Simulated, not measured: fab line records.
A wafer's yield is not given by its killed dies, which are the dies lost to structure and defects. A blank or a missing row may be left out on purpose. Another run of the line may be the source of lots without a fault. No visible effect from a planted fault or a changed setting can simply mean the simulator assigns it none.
Matching of chambers -- flow gf180mcu -- cmp-01 running GF_V3_CMP_04: 4 sister chambers
The step polishes SiO2. 8 wafers are shown with their chamber, then 7 later ones without.

== WAFERS PAIRED WITH THEIR CHAMBERS ==
wafer,chamber,motor-current-A (A),time-to-endpoint-s (s)
L570.1,1,12.4,79
L573.3,0,10.6,76
L573.5,3,11.5,92
L579.1,2,11.7,87
L579.3,3,11.4,82
L579.5,0,10.7,85
L580.1,2,11.2,80
L580.2,1,11.9,73

== WAFERS WITH NO CHAMBER GIVEN ==
wafer,motor-current-A (A),time-to-endpoint-s (s)
L580.5,11.7,80
L586.2,10.8,73
L586.5,12.6,84
L586.6,11.6,81
L587.1,12.6,71
L587.2,11.3,70
L587.5,10.9,82

== EACH ONE'S CHAMBER ==
wafer,from the rows above,in truth
L580.5,can't be placed: 2 or 3 or 1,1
L586.2,can't be placed: 0 or 2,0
L586.5,1,1
L586.6,can't be placed: 2 or 3 or 1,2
L587.1,1,1
L587.2,can't be placed: 2 or 3 or 0 or 1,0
L587.5,can't be placed: 0 or 2 or 3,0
2 of 7 placed correctly. Not placeable from these rows: 5 (in 5, the candidates include the true chamber). Number placed wrongly: 0.
How it was worked out, from the rows above alone: a wafer's distance from a chamber is the root of the sum, over the readings, of the square of ((its reading less the chamber's mean) divided by the reading's scatter). If the next closest chamber is less than 2 further off than the closest, the wafer can't be placed; otherwise it belongs to the closest. For every chamber, the mean is computed from those of its wafers that are shown. How the scatter is found: for the shown wafers, subtract from each reading the mean of its chamber, square and add these, divide the total by (wafers less chambers), then take the root.
